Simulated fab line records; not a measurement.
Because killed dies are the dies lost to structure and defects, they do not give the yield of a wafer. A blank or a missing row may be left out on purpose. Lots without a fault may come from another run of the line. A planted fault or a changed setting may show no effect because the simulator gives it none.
8D (eight disciplines) problem report, filled in by code | flow sky130 | the parts of the form that need people (team, actions taken, sign-off) are left out

== 1. THE PROBLEM ==
Mean of beam on s at SKY_NWELL_IMPLANT_12: 11.95 s across 5 wafers in 3 lots; on wafers with no fault it is 10.01 s (standard deviation 0.19). That puts it +10 standard deviations away from the usual mean.
First seen on wafer L440.5, day 8 04:20, on implanter-04. The record has a number at this step for 36 wafers belonging to 13 lots. By rule, "out" or "out of limits" means more than 4 standard deviations away from the usual mean. The other wafers with a number count as sound.

== 2. WHAT IT IS AND WHAT IT IS NOT ==
question                    | is                                     | is not
which readings at this step | beam on s, faraday current uA          | -
which lots                  | L440, L443, L444                       | L426, L427, L431, L432, L433, L434, L435, L438, L442, L448
which wafers of those lots  | L440.5, L443.4, L443.5, L444.4, L444.5 | L440.6
read on which tools         | implanter-04                           | implanter-01, implanter-03
when                        | from day 8 04:20                       | up to then (25 sound wafers); but 6 sound wafers of L442, L448 came after

== 3. WHAT RULES OUT EACH SUSPECT ==
Counting: a tool at a process step up to the reading stays a suspect if it ran every lot that is out. Sound lots after the first of them don't rule it out here, since some wafers of a struck lot are sound.
- implanter-04 at SKY_NWELL_IMPLANT_12: kept. It processed each lot that is out (first: L440, day 8 04:20); up to then, its last sound lot is L434 (day 7 07:47). Out on those wafers are its own readings of beam on s, faraday current uA.
Remaining after the count: implanter-04 at SKY_NWELL_IMPLANT_12.

== 4. THE CAUSE (what the simulator had put in) ==
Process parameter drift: implanter-04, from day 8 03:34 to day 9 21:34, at SKY_NWELL_IMPLANT_12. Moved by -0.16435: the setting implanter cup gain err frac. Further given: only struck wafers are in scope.
Only this tool survived the counting.

== 5. THE CHAIN OF EFFECTS, in route order ==
Rows list readings where the struck wafers' mean (over those with a number) sits beyond 3 standard deviations from the usual. Only readings for which the record gives a usual standard deviation are gone through. hours: the time from each lot's start at the first step in this table that gives one to its start at this step, as a median over the lots. sigmas: the change in usual standard deviations.
hours | step                 | reading            | usual        | on struck wafers | change | sigmas
0     | SKY_NWELL_IMPLANT_12 | beam on s          | 10.01 s      | 11.95            | +1.94  | +10
0     | SKY_NWELL_IMPLANT_12 | faraday current uA | 7.32         | 6.15             | -1.17  | -8.4
23    | SKY_NWELL_RS_MEAS_29 | NWELL_RS           | 624.4 ohm/sq | 618.1            | -6.3   | -3.2
Process steps it contains:
- SKY_NWELL_IMPLANT_12
Later steps that measure or inspect, where all struck wafers having a row at the step show a number for every such reading and not one has moved that far: SKY_VT_ADJUST_HVTP_OVL_MEAS_08, SKY_VT_ADJUST_HVTP_TW_MEAS_11.

== 6. HOW IT WOULD HAVE BEEN CAUGHT EARLIER ==
In this record the first reading out of limits was taken at day 8 04:20, 1 hour after the fault began at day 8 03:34.
